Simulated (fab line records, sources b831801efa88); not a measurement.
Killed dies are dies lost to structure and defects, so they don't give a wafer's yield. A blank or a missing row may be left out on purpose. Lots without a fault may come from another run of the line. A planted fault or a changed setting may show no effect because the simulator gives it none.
fab line records | flow gf180mcu
record lots=6 wafers=18 last_day=34
route steps=602 shown V3@447 M4@456
lots that met no fault: from a run of the same line without faults
start_h: hours from the record's first day to the start of the lot's first wafer shown | wait_h: hours since the lot's step before | " the same as in the row above | L1.1+2: a row that stands for several wafers | - no value, or no start given | * or withheld: withheld | < > ~ a bound
route shown NAME@n: a module of which the file shows steps, and the number in the route of the first | usual: mean/standard deviation of fault-free wafers | same: alike in all rows | chamber/n: place in a boat | sites: the reading at each site | _std_site: their standard deviation | _edge_site: outer sites' mean less inner sites' | radius_mm: how far each site lies from the wafer's centre | mask NAME#n: copy n | behind: the tool/chamber that last shaped the wafer | hold: why the lot was held/for how many hours/how that ended | device: the transistor (n, p or np) that didn't switch | end of line: the same wafers' tests at the end of the route | a step without rows: its recipe alone | killed: dies lost to structure and defects at the first sort, not the wafer's yield | map: a wafer's dies, x killed, . not, _ none there
set.NAME: the setting as run; set.NAME@STEP: as run at that earlier step | model.NAME: the simulator's own value behind a step, which no gauge read
lots at some steps of the route; a table a step, a row a wafer
services: from which hour (start_h, from the record's first day; less than 0 if before it) a tool's chamber was out of use, for how many hours, and why
## steps
# step GF_V3_STRIP_18
# recipe chemistry=O2/N2 power_w=1400 pressure_mtorr=1500 platen_temp_c=250 o2_flow_sccm=3000 n2_flow_sccm=300 overash_fraction=0.5
# step GF_V3_STRIP_19
# recipe chemistry=post_etch_residue_remover time_s=1200 temp_c=72.5
# step GF_V3_CLEAN_20
# recipe chemistry=DIW dry=n2_spin
# step GF_V3_SPUTTER_21
# recipe material=Ti target_thk_nm=15 chamber_pressure_pa=5 power_w=2500 substrate_temp_c=200 time_s=80.02
# usual cathode_dc_power_W=2500.0/0.46 chamber_pressure_pa=5.000/0.011 throttle_valve_pct=30.1/0.63
# same time_s=80.02
# columns lot.wafer tool chamber start_h wait_h cathode_dc_power_W chamber_pressure_pa throttle_valve_pct
L657.1 pvd_sputter-02 - 515.47 0.0 2499.9 5.002 30.0
L657.2 " - " " 2499.1 4.999 30.9
L657.4 " - " " 2499.7 5.008 30.2
L666.2 pvd_sputter-04 - 587.85 0.0 2499.7 4.992 30.0
L666.4 " - " " 2500.1 5.000 30.2
L666.5 " - " " 2499.8 5.000 30.8
L667.3 pvd_sputter-03 - 603.75 0.0 2499.5 5.019 29.2
L667.4 " - " " 2499.9 4.997 29.6
L667.6 " - " " 2499.6 5.008 30.7
L672.1 pvd_sputter-04 - 644.99 0.0 2500.4 5.000 28.5
L672.2 " - " " 2499.2 5.006 30.9
L672.3 " - " " 2500.1 5.008 30.1
L676.1 pvd_sputter-02 - 665.98 0.0 2499.9 4.995 29.8
L676.3 " - " " 2499.5 5.017 29.9
L676.6 " - " " 2499.4 5.031 30.3
L680.1 pvd_sputter-03 - 694.88 0.0 2500.0 5.010 30.7
L680.3 " - " " 2499.8 4.994 30.1
L680.4 " - " " 2500.6 4.983 29.3
# step GF_V3_SPUTTER_22
# recipe material=TiN target_thk_nm=10 chamber_pressure_pa=5 power_w=4000 time_s=40
# usual cathode_dc_power_W=4000.0/0.74 chamber_pressure_pa=5.000/0.0098 throttle_valve_pct=30.1/0.63
# same time_s=40
# columns lot.wafer tool chamber start_h wait_h cathode_dc_power_W chamber_pressure_pa throttle_valve_pct
L657.1 pvd_sputter-02 - 515.53 0.0 4001.5 5.014 29.8
L657.2 " - " " 3999.8 4.996 31.1
L657.4 " - " " 3998.9 5.012 30.2
L666.2 pvd_sputter-04 - 587.91 0.0 4000.2 4.988 29.9
L666.4 " - " " 4000.8 4.989 30.4
L666.5 " - " " 3999.4 4.998 30.9
L667.3 pvd_sputter-03 - 603.81 0.0 3999.7 5.022 29.1
L667.4 " - " " 3998.8 4.996 29.4
L667.6 " - " " 3999.8 5.014 30.7
L672.1 pvd_sputter-04 - 645.05 0.0 4000.1 4.992 28.6
L672.2 " - " " 3999.9 4.989 30.9
L672.3 " - " " 3999.8 5.001 30.0
L676.1 pvd_sputter-02 - 666.04 0.0 3999.8 5.000 29.7
L676.3 " - " " 3999.9 4.993 30.1
L676.6 " - " " 4000.9 5.002 30.5
L680.1 pvd_sputter-03 - 694.94 0.0 4000.4 4.998 30.3
L680.3 " - " " 3999.9 4.990 30.3
L680.4 " - " " 3999.4 4.995 29.3
# step GF_V3_CVD_23
# recipe material=W target_thk_nm=350 time_s=104.9 temp_c=400 pressure_torr=40
# step GF_V3_RS_MEAS_24
# recipe thk_meas_gauge=four-point-probe reads=W_of_V3_CVD_23+TiN_of_V3_SPUTTER_22+Ti_of_V3_SPUTTER_21
# usual V3_W_RS=0.324/0.0061
# columns lot.wafer tool chamber start_h wait_h V3_W_RS[ohm/sq]
L657.1 film_metro-03 - 515.68 0.1 0.320
L657.2 " - " " 0.325
L657.4 " - " " 0.328
L666.2 film_metro-03 - 588.08 0.1 0.324
L666.4 " - " " 0.327
L666.5 " - " " 0.325
L667.3 film_metro-03 - 604.00 0.1 0.333
L667.4 " - " " 0.321
L667.6 " - " " 0.334
L672.1 film_metro-03 - 645.20 0.1 0.323
L672.2 " - " " 0.328
L672.3 " - " " 0.330
L676.1 film_metro-03 - 666.19 0.1 0.320
L676.3 " - " " 0.333
L676.6 " - " " 0.317
L680.1 film_metro-04 - 695.09 0.1 0.332
L680.3 " - " " 0.328
L680.4 " - " " 0.319
# step GF_V3_THK_MEAS_25
# recipe thk_meas_gauge=xrf reads=W_of_V3_CVD_23
# usual V3_W_THK=346/6.4
# columns lot.wafer tool chamber start_h wait_h V3_W_THK[nm]
L657.1 film_metro-03 - 515.80 0.1 353
L657.2 " - " " 347
L657.4 " - " " 344
L666.2 film_metro-03 - 588.19 0.1 343
L666.4 " - " " 341
L666.5 " - " " 344
L667.3 film_metro-03 - 604.10 0.1 338
L667.4 " - " " 348
L667.6 " - " " 336
L672.1 film_metro-03 - 645.32 0.1 345
L672.2 " - " " 340
L672.3 " - " " 336
L676.1 film_metro-03 - 666.31 0.1 349
L676.3 " - " " 336
L676.6 " - " " 351
L680.1 film_metro-04 - 695.21 0.1 339
L680.3 " - " " 342
L680.4 " - " " 350
# step GF_V3_CMP_26
# recipe stop_on=SiO2 down_force_psi=3.5 platen_rpm=60 t_overpolish_s=15 target_thk_nm=0 pad_velocity_m_s=0.94248
# usual motor_current_A=10.9/1.2 overpolish_run_s=14.999/0.0095 retaining_ring_pressure_frac=1.000/0.0048 slurry_flow_ml_min=149.9/0.49 time_to_endpoint_s=88/4.7
# columns lot.wafer tool chamber start_h wait_h motor_current_A overpolish_run_s retaining_ring_pressure_frac slurry_flow_ml_min time_to_endpoint_s
L657.1 cmp-01 1 515.86 0.1 10.0 15.011 1.000 149.5 94
L657.4 " 2 " " 10.1 14.983 0.998 150.9 89
L657.2 " 3 " " 9.4 15.006 0.998 149.9 88
L666.4 cmp-01 0 588.24 0.0 12.7 14.992 0.997 149.9 84
L666.2 " 3 " " 9.2 15.001 1.002 149.7 86
L666.5 " 1 " " 9.9 14.986 0.994 149.3 95
L667.4 cmp-02 0 604.14 0.0 10.8 14.996 1.008 149.7 83
L667.3 " 3 " " 10.6 14.984 1.001 149.6 83
L667.6 " 0 " " 11.2 15.002 0.998 149.6 85
L672.2 cmp-02 2 645.38 0.0 12.0 15.001 0.990 150.2 87
L672.1 " 0 " " 10.8 15.002 1.001 149.0 80
L672.3 " 1 " " 9.8 14.992 0.995 149.6 84
L676.1 cmp-01 2 666.37 0.1 10.4 15.011 0.993 149.2 88
L676.3 " 3 " " 9.1 15.002 1.006 150.2 83
L676.6 " 2 " " 10.4 14.997 0.998 150.5 89
L680.3 cmp-02 3 695.27 0.0 10.1 15.021 0.999 149.1 84
L680.4 " 0 " " 10.9 15.011 1.000 149.5 83
L680.1 " 1 " " 9.8 14.999 1.007 150.0 86
# step GF_M4_SPUTTER_00
# recipe material=Ti target_thk_nm=37.5 arriving_ion_energy_ev=80 substrate_temp_c=200 chamber_pressure_pa=2 power_w=4000 time_s=150
# usual cathode_dc_power_W=4000.0/0.75 chamber_pressure_pa=2.000/0.0039 throttle_valve_pct=29.9/0.75
# same time_s=150
# columns lot.wafer tool chamber start_h wait_h cathode_dc_power_W chamber_pressure_pa throttle_valve_pct
L657.1 pvd_sputter-01 - 516.16 0.2 4001.0 2.001 30.2
L657.2 " - " " 3999.1 1.995 28.8
L657.4 " - " " 4001.6 1.994 28.9
L666.2 pvd_sputter-03 - 588.54 0.1 3999.2 1.997 29.2
L666.4 " - " " 3999.3 2.003 29.3
L666.5 " - " " 4000.5 1.997 30.5
L667.3 pvd_sputter-01 - 604.44 0.1 4000.8 1.996 29.0
L667.4 " - " " 4001.1 1.993 28.9
L667.6 " - " " 3999.5 1.997 28.9
L672.1 pvd_sputter-02 - 645.68 0.1 4000.2 2.001 30.0
L672.2 " - " " 4001.0 2.003 31.0
L672.3 " - " " 4000.2 2.005 30.1
L676.1 pvd_sputter-01 - 666.67 0.2 3999.6 2.001 28.8
L676.3 " - " " 3999.0 1.996 29.0
L676.6 " - " " 3999.0 2.006 29.1
L680.1 pvd_sputter-03 - 695.57 0.1 4001.5 1.998 30.5
L680.3 " - " " 4000.0 1.995 29.2
L680.4 " - " " 3999.9 2.002 30.2
# step GF_M4_SPUTTER_01
# recipe material=TiN target_thk_nm=30 power_w=6500 time_s=25 chamber_pressure_pa=0.4
# usual cathode_dc_power_W=6500.0/1.2 chamber_pressure_pa=0.3999/0.00076 throttle_valve_pct=29.9/0.72
# same time_s=25
# columns lot.wafer tool chamber start_h wait_h cathode_dc_power_W chamber_pressure_pa throttle_valve_pct
L657.1 pvd_sputter-01 - 516.26 0.1 6500.5 0.3987 30.3
L657.2 " - " " 6500.9 0.3997 28.8
L657.4 " - " " 6500.4 0.3987 28.6
L666.2 pvd_sputter-03 - 588.64 0.1 6499.0 0.4001 29.4
L666.4 " - " " 6500.0 0.3996 29.4
L666.5 " - " " 6501.7 0.4002 30.1
L667.3 pvd_sputter-01 - 604.54 0.1 6499.8 0.3995 29.2
L667.4 " - " " 6499.4 0.4008 28.6
L667.6 " - " " 6499.9 0.4008 28.9
L672.1 pvd_sputter-02 - 645.78 0.1 6498.8 0.3999 30.0
L672.2 " - " " 6498.3 0.3989 31.0
L672.3 " - " " 6501.2 0.4004 30.1
L676.1 pvd_sputter-01 - 666.77 0.1 6501.2 0.4003 29.0
L676.3 " - " " 6500.9 0.3990 29.0
L676.6 " - " " 6499.0 0.4011 28.6
L680.1 pvd_sputter-03 - 695.67 0.1 6499.0 0.4003 30.3
L680.3 " - " " 6502.0 0.4010 29.2
L680.4 " - " " 6500.5 0.4004 29.9
# step GF_M4_SPUTTER_02
# recipe material=AlCu target_thk_nm=450 power_w=10600 time_s=23.9 chamber_pressure_pa=0.4
# step GF_M4_SPUTTER_03
# recipe material=Ti target_thk_nm=10 substrate_temp_c=300 chamber_pressure_pa=0.3 power_w=3000 time_s=6.7
# usual cathode_dc_power_W=3000.0/0.51 chamber_pressure_pa=0.3001/0.00057 throttle_valve_pct=29.8/0.73 time_s=6.7/0
# columns lot.wafer tool chamber start_h wait_h cathode_dc_power_W chamber_pressure_pa throttle_valve_pct time_s
L657.1 pvd_sputter-01 - 516.33 0.0 3000.1 0.3008 30.3 6.7
L657.2 " - " " 2999.1 0.2999 28.9 6.7
L657.4 " - " " 3000.5 0.3000 28.8 6.7
L666.2 pvd_sputter-03 - 588.70 0.0 - - - -
L666.4 " - " " - - - -
L666.5 " - " " - - - -
L667.3 pvd_sputter-01 - 604.60 0.0 - - - -
L667.4 " - " " - - - -
L667.6 " - " " - - - -
L672.1 pvd_sputter-02 - 645.84 0.0 3000.7 0.2998 29.9 6.7
L672.2 " - " " 3000.6 0.3008 31.1 6.7
L672.3 " - " " 2999.1 0.2993 30.1 6.7
L676.1 pvd_sputter-01 - 666.83 0.0 3000.2 0.2996 28.5 6.7
L676.3 " - " " 2998.7 0.3003 28.8 6.7
L676.6 " - " " 2999.0 0.3002 28.8 6.7
L680.1 pvd_sputter-03 - 695.73 0.0 3000.8 0.2988 30.4 6.7
L680.3 " - " " 3000.1 0.3005 29.3 6.7
L680.4 " - " " 2999.1 0.3004 30.2 6.7
# step GF_M4_SPUTTER_04
# recipe material=TiN target_thk_nm=50 power_w=6500 time_s=41.7 chamber_pressure_pa=0.4
## services
# columns tool chamber start_h hours kind
cmp-02 - 493.78 18.3 pm
cmp-02 - 514.74 4.8 pm
cmp-01 - 518.64 5.8 repair
cmp-02 - 520.85 0.9 repair
pvd_sputter-02 - 538.57 1.9 repair
cmp-02 - 560.05 0.8 repair
cmp-01 - 561.73 10.1 repair
cmp-01 - 566.52 0.3 repair
cmp-01 - 568.57 0.4 repair
cmp-02 - 572.27 4.0 pm
cmp-02 - 576.27 - consumable_replace:conditioner
cmp-02 - 576.27 - consumable_replace:pad
pvd_sputter-02 - 583.33 1.9 repair
pvd_sputter-02 - 585.48 5.7 repair
cmp-02 - 624.34 3.9 repair
pvd_sputter-02 - 639.49 3.2 repair
cmp-01 - 649.83 2.7 repair
## key
first_sign step=GF_M4_SPUTTER_03 reading=tool_record direction=missing
effect none on later readings
met_at GF_M4_SPUTTER_03
struck_wafers L666.2,L666.4,L666.5,L667.3,L667.4,L667.6
later_rows_left_out L666.2,L666.4,L666.5,L667.3,L667.4,L667.6
sort_left_out L666.2,L666.4,L666.5,L667.3,L667.4,L667.6
tester_left_out L666,L667
onset_between 516.33 588.70
earlier_fault kind=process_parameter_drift tool=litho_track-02 chamber=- onset_h=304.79 steps=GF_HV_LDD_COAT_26 channel=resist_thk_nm offset=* shape=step end_h=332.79 acts_in=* stated=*
fault kind=skipped_step_whole tool=pvd_sputter-01,pvd_sputter-03 chamber=- onset_h=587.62 steps=GF_M4_SPUTTER_03 scope=struck_lots_only
# tester_left_out: of these lots the tester's yield and bins aren't shown, on N5 and GAA mostly nor the transistor test; their killed dies are dies lost to structure and defects alone, not to doping, threshold or leakage, so they don't give the yield
# sort_left_out: the simulated sort isn't trusted on such a fault, so these wafers' sort isn't shown, and their yield isn't known
# later_rows_left_out: the simulator's readings of these wafers behind a module that went badly wrong aren't trusted and aren't shown, but for the sort
